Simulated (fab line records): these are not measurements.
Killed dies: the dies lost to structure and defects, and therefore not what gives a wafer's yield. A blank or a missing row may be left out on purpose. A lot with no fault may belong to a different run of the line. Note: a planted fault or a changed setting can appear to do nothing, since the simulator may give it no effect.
Struck lot and sound lot, side by side :: flow sky130 :: 43 out of 708 route steps
Sound: the wafers L800.2, L800.3, L800.6. Wafers L805.3, L805.5, L805.6 were the ones struck. At the end, the cause is stated.
Each step with rows lists, per side, the tool, then ch with its chambers, then its first start. Under that, the readings that differ: sound wafers :: struck wafers :: difference of the means :: sigmas: that difference in standard deviations of wafers without a fault.
alike: readings whose means differ by less than 2 such deviations, and words and numbers that are the same on both sides. not compared: withheld readings, readings that some wafer has no value for, bounds like >300 that may hide the same value, and numbers for which the record gives no deviation and whose values overlap.
Wherever a step has rows on one side only, a row that says differs or no value, or a row with sigmas, the two part there. Non-overlapping numbers with no deviation appear without sigmas and do not part them. A reading that every wafer of one side lacks parts them only if that side has two wafers or more.

first, 6 steps without rows for these wafers: SKY_GATE_OXIDE_HMDS_04 (prime time 60 s); SKY_GATE_OXIDE_COAT_05 (resist thk 1140 nm); SKY_GATE_OXIDE_SOFTBAKE_06 (time 60 s); SKY_GATE_OXIDE_EXPOSE_07 (exposes mask LVOM, target cd 600 nm); SKY_GATE_OXIDE_PEB_08; SKY_GATE_OXIDE_DEVELOP_09 (develop time 60 s).
SKY_GATE_OXIDE_OVL_MEAS_10:
  sound: overlay-01 at day 14 08:03; struck: overlay-02 at day 16 05:25
  alike: GATE_OXIDE_OVL
then, 3 steps without rows for these wafers: SKY_GATE_OXIDE_IMPLANT_11; SKY_GATE_OXIDE_WET_ETCH_12 (etches SiO2 in dHF, target depth 16.8 nm, time 336 s); SKY_GATE_OXIDE_STRIP_13 (strips in O2/N2).
SKY_GATE_OXIDE_TW_MEAS_14:
  sound: filmMetro-04 at day 14 08:27; struck: filmMetro-03 at day 16 05:49
  alike: GATE_OXIDE_TW
then, 1 step without rows for these wafers: SKY_GATE_OXIDE_CLEAN_15 (cleans in SC1/SC2, time 150 s).
SKY_GATE_OXIDE_OXIDATION_16: stabilise 600 s, purge 300 s, target thk 3.57 nm.
  sound on furnace-02 ch 0, day 14 08:47; struck on furnace-02 ch 0, day 16 06:44
  alike: oxTempC
then, 1 step without rows for these wafers: SKY_POLY_GATE_CVD_00 (deposits poly-Si, target thk 180 nm, time 720 s).
SKY_POLY_GATE_THK_MEAS_01:
  sound: filmMetro-01 at day 14 11:32; struck: filmMetro-03 at day 16 09:29
  alike: POLY_GATE_CVD_00_THK
then, 8 steps without rows for these wafers: SKY_RES_PROTECT_DEHYDRATE_00 (time 60 s); SKY_RES_PROTECT_HMDS_01 (prime time 60 s); SKY_RES_PROTECT_COAT_02 (resist thk 1140 nm); SKY_RES_PROTECT_SOFTBAKE_03 (time 60 s); SKY_RES_PROTECT_EXPOSE_04 (exposes mask RPM, target cd 1270 nm); SKY_RES_PROTECT_PEB_05; SKY_RES_PROTECT_DEVELOP_06 (develop time 60 s); SKY_POLY_GATE_IMPLANT_02.
SKY_RES_PROTECT_STRIP_07: strips in O2/N2.
  sound on plasmaAsher-04 ch 0,1, day 15 14:19; struck on plasmaAsher-04 ch 0,1, day 17 14:14
  alike: drypumpMotorCurrentA, oesProductAu, stripTimeToEndpointS
  not compared: rfHoursCounterH
SKY_RES_PROTECT_TW_MEAS_08:
  sound: filmMetro-04 at day 15 14:26; struck: filmMetro-04 at day 17 14:20
  alike: POLY_GATE_TW
then, 2 steps without rows for these wafers: SKY_RES_PROTECT_CLEAN_09 (cleans in SC1/SC2, time 150 s); SKY_POLY_GATE_CVD_03 (deposits Si3N4 from DCS/NH3, target thk 75 nm, time 1290 s).
SKY_POLY_GATE_THK_MEAS_04:
  sound: filmMetro-03 at day 15 18:05; struck: filmMetro-03 at day 17 16:56
  alike: POLY_GATE_CVD_03_THK
then, 8 steps without rows for these wafers: SKY_POLY_GATE_DEHYDRATE_05 (time 60 s); SKY_POLY_GATE_HMDS_06 (prime time 60 s); SKY_POLY_GATE_COAT_07 (resist thk 110 nm); SKY_POLY_GATE_COAT_08 (resist thk 450 nm); SKY_POLY_GATE_SOFTBAKE_09 (time 90 s); SKY_POLY_GATE_EXPOSE_10 (exposes mask P1M, target cd 150 nm); SKY_POLY_GATE_PEB_11; SKY_POLY_GATE_DEVELOP_12 (develop time 60 s).
SKY_POLY_GATE_CD_MEAS_13: the cd target is 150 nm.
  sound: cdSem-01 at day 16 22:23; struck: cdSem-02 at day 18 23:10
  alike: cdNm
SKY_POLY_GATE_OVL_MEAS_14:
  sound: overlay-01 at day 16 22:29; struck: overlay-01 at day 18 23:15
  alike: POLY_GATE_OVL
SKY_POLY_GATE_ETCH_15: etches BARC in N2/H2, stops on SiO2, time 118.5 s, target depth 110 nm.
  sound on rieDiel-02 ch 1,2,3, day 16 22:31; struck on rieDiel-02 ch 0,2,3, day 18 23:17
  alike: drypumpMotorCurrentA, oesProductAu, throttleValvePct
  not compared: rfHoursCounterH
SKY_POLY_GATE_ETCH_16: etches Si3N4 in CH3F/O2, stops on poly-Si, time 147.5 s, target depth 75 nm.
  sound on rieDiel-02 ch 1,2,3, day 16 22:35; struck on rieDiel-02 ch 0,2,3, day 18 23:22
  alike: ch3fFlowSccm, drypumpMotorCurrentA, oesProductAu, throttleValvePct
  not compared: rfHoursCounterH
SKY_POLY_GATE_ETCH_17: etches poly-Si in HBr/Cl2, stops on SiO2, target depth 180 nm, time 70.5 s.
  sound on rieSi-01 ch 0,1,2, day 16 22:41; struck on rieSi-01 ch 1,2,3, day 18 23:28
  alike: drypumpMotorCurrentA, oesProductAu, throttleValvePct
  not compared: rfHoursCounterH
SKY_POLY_GATE_STRIP_18: strips in O2/N2.
  sound on plasmaAsher-01 ch 0,1, day 16 22:45; struck on plasmaAsher-03 ch 0,1, day 18 23:33
reading: oesProductAu (a.u.)
sound: 0.363 0.361 0.356
struck: 0.348 0.352 0.346
difference: -0.011
sigmas: -2
  alike: drypumpMotorCurrentA, stripTimeToEndpointS
  not compared: rfHoursCounterH
-- here the record skips 29 days between the struck wafers' starts before and after, leaving off in module POLY_GATE and picking up in module PAD_OPEN (first step shown: number 708 of the route) --
SKY_PAD_OPEN_PROBE_99:
  sound: prober-01 at day 46 08:43; struck: prober-02 at day 47 16:09
reading: killedAtOther
sound: 0 0 0
struck: 0 1 2
difference: +1
sigmas: +2

reading: model.etest.nfet_01v8.toxInvNm (nm)
sound: 4.338 4.314 4.324
struck: 4.239 4.296 4.232
difference: -0.070
sigmas: 

reading: model.etest.nfet_01v8_swapped.vtV (V)
sound: 0.7064 0.7117 0.7135
struck: 0.7012 0.7014 0.6997
difference: -0.0098
sigmas: 

reading: model.etest.nfet_01v8.vtV (V)
sound: 0.7059 0.7115 0.7133
struck: 0.7009 0.7012 0.7
difference: -0.0095
sigmas: 

reading: model.etest.nfet_01v8.bodyRiseV (V)
sound: 0.1813 0.1793 0.1841
struck: 0.177 0.1776 0.1784
difference: -0.004
sigmas: 

reading: model.etest.pfet_01v8.bodyRiseV (V)
sound: -0.1915 -0.1874 -0.1892
struck: -0.1834 -0.1866 -0.1847
difference: +0.0045
sigmas: 
  alike: killed_at_M0_to_M3, killed_at_M4_up, killedAtContacts, killedAtFrontEnd, killedDies, killedOnRim, killedOpen, killedShort
  not compared: model.etest.capThinOxide.gateLog10ACm2, model.etest.capThinOxide.toxAccNm, model.etest.pfet_01v8.toxInvNm

== WHERE THEY PART ==
Earliest at SKY_POLY_GATE_STRIP_18; latest, in this record, at SKY_PAD_OPEN_PROBE_99.

WHY: what had been put in by the simulator
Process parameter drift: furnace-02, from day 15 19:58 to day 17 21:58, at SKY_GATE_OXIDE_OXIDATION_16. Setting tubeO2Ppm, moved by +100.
